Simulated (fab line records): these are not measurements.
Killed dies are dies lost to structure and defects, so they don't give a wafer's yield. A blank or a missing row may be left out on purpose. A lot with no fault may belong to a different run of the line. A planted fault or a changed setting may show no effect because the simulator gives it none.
Which tool is to blame? :: flow gf180mcu :: 24 lots, 72 wafers sampled, at 2 steps of a route of 602

## WHAT THE GAUGES READ, wafer by wafer
GF_V3_CD_MEAS_14 targets a cd of 260 nm. Usual: 260.2 nm for cdNm, sd 1.1.
lot: L074
measured: day 22 14:02
on: cdSem-01
cdNm (nm): 260.4 259.5 260.2
flag: 

lot: L075
measured: day 22 21:31
on: cdSem-01
cdNm (nm): 261.0 260.7 260.5
flag: 

lot: L076
measured: day 23 04:58
on: cdSem-02
cdNm (nm): 261.4 261.0 261.2
flag: 

lot: L077
measured: day 23 15:59
on: cdSem-01
cdNm (nm): 260.8 259.7 260.8
flag: 

lot: L078
measured: day 24 00:55
on: cdSem-01
cdNm (nm): 260.8 260.8 260.0
flag: 

lot: L079
measured: day 24 11:29
on: cdSem-01
cdNm (nm): 260.6 259.9 260.6
flag: 

lot: L080
measured: day 24 17:23
on: cdSem-01
cdNm (nm): 261.6 259.6 262.1
flag: 

lot: L081
measured: day 25 04:02
on: cdSem-02
cdNm (nm): 261.5 260.7 260.4
flag: 

lot: L082
measured: day 25 10:29
on: cdSem-01
cdNm (nm): 259.6 258.3 259.1
flag: 

lot: L083
measured: day 25 18:33
on: cdSem-02
cdNm (nm): 259.4 258.5 259.7
flag: 

lot: L084
measured: day 26 06:35
on: cdSem-01
cdNm (nm): 258.0 259.5 259.6
flag: 

lot: L085
measured: day 26 10:56
on: cdSem-01
cdNm (nm): 260.3 260.3 260.2
flag: 

lot: L086
measured: day 26 20:56
on: cdSem-01
cdNm (nm): 259.6 259.6 259.2
flag: 

lot: L087
measured: day 27 05:41
on: cdSem-01
cdNm (nm): 259.8 260.4 259.8
flag: 

lot: L088
measured: day 27 13:25
on: cdSem-01
cdNm (nm): 259.4 260.4 260.4
flag: 

lot: L089
measured: day 27 15:57
on: cdSem-01
cdNm (nm): 260.0 261.0 260.0
flag: 

lot: L090
measured: day 27 23:36
on: cdSem-01
cdNm (nm): 260.0 258.5 259.1
flag: 

lot: L091
measured: day 28 11:07
on: cdSem-01
cdNm (nm): 261.1 261.1 261.8
flag: 

lot: L092
measured: day 28 16:23
on: cdSem-01
cdNm (nm): 261.6 261.9 261.6
flag: 

lot: L093
measured: day 28 17:52
on: cdSem-01
cdNm (nm): 261.4 260.5 260.7
flag: 

lot: L094
measured: day 29 04:57
on: cdSem-01
cdNm (nm): 258.9 259.5 258.8
flag: 

lot: L095
measured: day 29 09:41
on: cdSem-01
cdNm (nm): 259.7 259.2 259.6
flag: 

lot: L096
measured: day 29 13:32
on: cdSem-01
cdNm (nm): 261.4 262.2 259.8
flag: 

lot: L097
measured: day 30 03:26
on: cdSem-01
cdNm (nm): 261.0 262.4 260.8
flag: 

## WHAT TOOL EACH LOT RAN ON (gives the tool, then ch and the chambers of the sampled wafers, and finally the start)
lot: L074
GF_V1_SPUTTER_21: pvdSputter-03, day 18 06:11

lot: L075
GF_V1_SPUTTER_21: pvdSputter-04, day 18 14:52

lot: L076
GF_V1_SPUTTER_21: pvdSputter-04, day 18 22:34

lot: L077
GF_V1_SPUTTER_21: pvdSputter-04, day 19 08:50

lot: L078
GF_V1_SPUTTER_21: pvdSputter-03, day 19 20:13

lot: L079
GF_V1_SPUTTER_21: pvdSputter-04, day 20 07:00

lot: L080
GF_V1_SPUTTER_21: pvdSputter-03, day 20 13:27

lot: L081
GF_V1_SPUTTER_21: pvdSputter-03, day 21 01:43

lot: L082
GF_V1_SPUTTER_21: pvdSputter-01, day 21 08:25

lot: L083
GF_V1_SPUTTER_21: pvdSputter-01, day 21 17:43

lot: L084
GF_V1_SPUTTER_21: pvdSputter-03, day 22 07:19

lot: L085
GF_V1_SPUTTER_21: pvdSputter-01, day 22 12:07

lot: L086
GF_V1_SPUTTER_21: pvdSputter-03, day 22 22:40

lot: L087
GF_V1_SPUTTER_21: pvdSputter-04, day 23 10:04

lot: L088
GF_V1_SPUTTER_21: pvdSputter-03, day 23 17:09

lot: L089
GF_V1_SPUTTER_21: pvdSputter-04, day 23 21:59

lot: L090
GF_V1_SPUTTER_21: pvdSputter-04, day 24 07:19

lot: L091
GF_V1_SPUTTER_21: pvdSputter-01, day 24 14:03

lot: L092
GF_V1_SPUTTER_21: pvdSputter-03, day 25 02:25

lot: L093
GF_V1_SPUTTER_21: pvdSputter-01, day 25 05:52

lot: L094
GF_V1_SPUTTER_21: pvdSputter-01, day 25 12:04

lot: L095
GF_V1_SPUTTER_21: pvdSputter-01, day 25 17:27

lot: L096
GF_V1_SPUTTER_21: pvdSputter-01, day 26 03:10

lot: L097
GF_V1_SPUTTER_21: pvdSputter-03, day 26 13:19
- GF_V1_SPUTTER_21: material Ti, target thk 15 nm, time 80.02 s.

## WHAT THE TOOLS THEMSELVES READ (means of the sampled wafers that have a number; where no wafer has one, the mark that the record gives instead)
GF_V1_SPUTTER_21. Usual: 29.6 % for throttleValvePct, sd 0.71.
lot: L074
tool: pvdSputter-03
throttleValvePct (%): 29.8
flag: 

lot: L075
tool: pvdSputter-04
throttleValvePct (%): 29.5
flag: 

lot: L076
tool: pvdSputter-04
throttleValvePct (%): 29.5
flag: 

lot: L077
tool: pvdSputter-04
throttleValvePct (%): 29.8
flag: 

lot: L078
tool: pvdSputter-03
throttleValvePct (%): 29.4
flag: 

lot: L079
tool: pvdSputter-04
throttleValvePct (%): 29.3
flag: 

lot: L080
tool: pvdSputter-03
throttleValvePct (%): 29.3
flag: 

lot: L081
tool: pvdSputter-03
throttleValvePct (%): 29.0
flag: 

lot: L082
tool: pvdSputter-01
throttleValvePct (%): 29.8
flag: 

lot: L083
tool: pvdSputter-01
throttleValvePct (%): 30.5
flag: 

lot: L084
tool: pvdSputter-03
throttleValvePct (%): 29.5
flag: 

lot: L085
tool: pvdSputter-01
throttleValvePct (%): 29.2
flag: 

lot: L086
tool: pvdSputter-03
throttleValvePct (%): 29.6
flag: 

lot: L087
tool: pvdSputter-04
throttleValvePct (%): 29.5
flag: 

lot: L088
tool: pvdSputter-03
throttleValvePct (%): 30.1
flag: 

lot: L089
tool: pvdSputter-04
throttleValvePct (%): 29.6
flag: 

lot: L090
tool: pvdSputter-04
throttleValvePct (%): 29.5
flag: 

lot: L091
tool: pvdSputter-01
throttleValvePct (%): 29.8
flag: 

lot: L092
tool: pvdSputter-03
throttleValvePct (%): 29.4
flag: 

lot: L093
tool: pvdSputter-01
throttleValvePct (%): 29.7
flag: 

lot: L094
tool: pvdSputter-01
throttleValvePct (%): 29.7
flag: 

lot: L095
tool: pvdSputter-01
throttleValvePct (%): 29.8
flag: 

lot: L096
tool: pvdSputter-01
throttleValvePct (%): 29.5
flag: 

lot: L097
tool: pvdSputter-03
throttleValvePct (%): 29.5
flag: 

## THE ANSWER, worked out from the rows above alone
Rule: a lot is off if the mean of its wafers that have a number lies more than 3 standard deviations from the usual mean. A lot without any number at a reading at which 4 lots or more have one is off too. Any other lot the step has rows for is counted as sound. First the gauges in route order, then the tools' own readings, where a lot's mean is used as printed above. The first step at which some lot is off is used, and at that step the reading that is off furthest; a lot without a number counts as furthest.
Across all readings shown, no lot is off: no conclusion can be drawn from this.

## WHAT WAS PUT IN BY THE SIMULATOR
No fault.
